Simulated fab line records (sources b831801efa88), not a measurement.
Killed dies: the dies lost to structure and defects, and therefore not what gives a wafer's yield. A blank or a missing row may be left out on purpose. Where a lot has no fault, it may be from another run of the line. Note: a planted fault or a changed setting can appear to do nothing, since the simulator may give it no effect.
Matching of chambers :: flow sky130 :: SKY_VIA3_CMP_24 on cmp-01: 4 sister chambers
The step polishes, stops on SiO2, t overpolish 20 s, target thk 0 nm. 4 wafers are shown with their chamber, then 12 later ones without.

WAFERS PAIRED WITH THEIR CHAMBERS
wafer: L092.2
chamber: 3
motorCurrentA (A): 13.4

wafer: L092.4
chamber: 0
motorCurrentA (A): 10.1

wafer: L094.5
chamber: 1
motorCurrentA (A): 9.3

wafer: L094.6
chamber: 2
motorCurrentA (A): 11.4

WAFERS WITHOUT THEIR CHAMBER
wafer: L095.1
motorCurrentA (A): 10.8

wafer: L095.5
motorCurrentA (A): 11.1

wafer: L095.6
motorCurrentA (A): 12.0

wafer: L095.2
motorCurrentA (A): 10.8

wafer: L095.3
motorCurrentA (A): 12.0

wafer: L095.4
motorCurrentA (A): 9.3

wafer: L096.1
motorCurrentA (A): 9.1

wafer: L096.2
motorCurrentA (A): 10.9

wafer: L096.4
motorCurrentA (A): 12.8

wafer: L097.3
motorCurrentA (A): 10.9

wafer: L097.4
motorCurrentA (A): 9.3

wafer: L097.5
motorCurrentA (A): 8.7

THE CHAMBER EACH PASSED THROUGH
wafer: L095.1
from the rows above: can't be placed: 2 or 0 or 1
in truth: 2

wafer: L095.5
from the rows above: can't be placed: 2 or 0
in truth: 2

wafer: L095.6
from the rows above: can't be placed: 2 or 3
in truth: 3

wafer: L095.2
from the rows above: can't be placed: 2 or 0 or 1
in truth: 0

wafer: L095.3
from the rows above: can't be placed: 2 or 3
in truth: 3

wafer: L095.4
from the rows above: can't be placed: 1 or 0
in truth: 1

wafer: L096.1
from the rows above: can't be placed: 1 or 0
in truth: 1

wafer: L096.2
from the rows above: can't be placed: 2 or 0
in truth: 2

wafer: L096.4
from the rows above: can't be placed: 3 or 2
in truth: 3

wafer: L097.3
from the rows above: can't be placed: 2 or 0
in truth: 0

wafer: L097.4
from the rows above: can't be placed: 1 or 0
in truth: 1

wafer: L097.5
from the rows above: can't be placed: 1 or 0
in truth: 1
0 of 12 placed correctly. From these rows, 12 cannot be placed; in 12 the true chamber is one of the candidates. Placed wrongly: 0.
How it was worked out, from the rows above alone: a wafer's distance from a chamber is the root of the sum, over the readings, of the square of ((its reading less the chamber's mean) divided by the reading's scatter). If the next closest chamber is less than 2 further off than the closest, the wafer can't be placed; otherwise it belongs to the closest. A chamber's mean is the mean of its shown wafers. The scatter (one wafer shown for each chamber): square how far every hidden wafer sits from the nearest shown wafer, average those squares and take the square root.
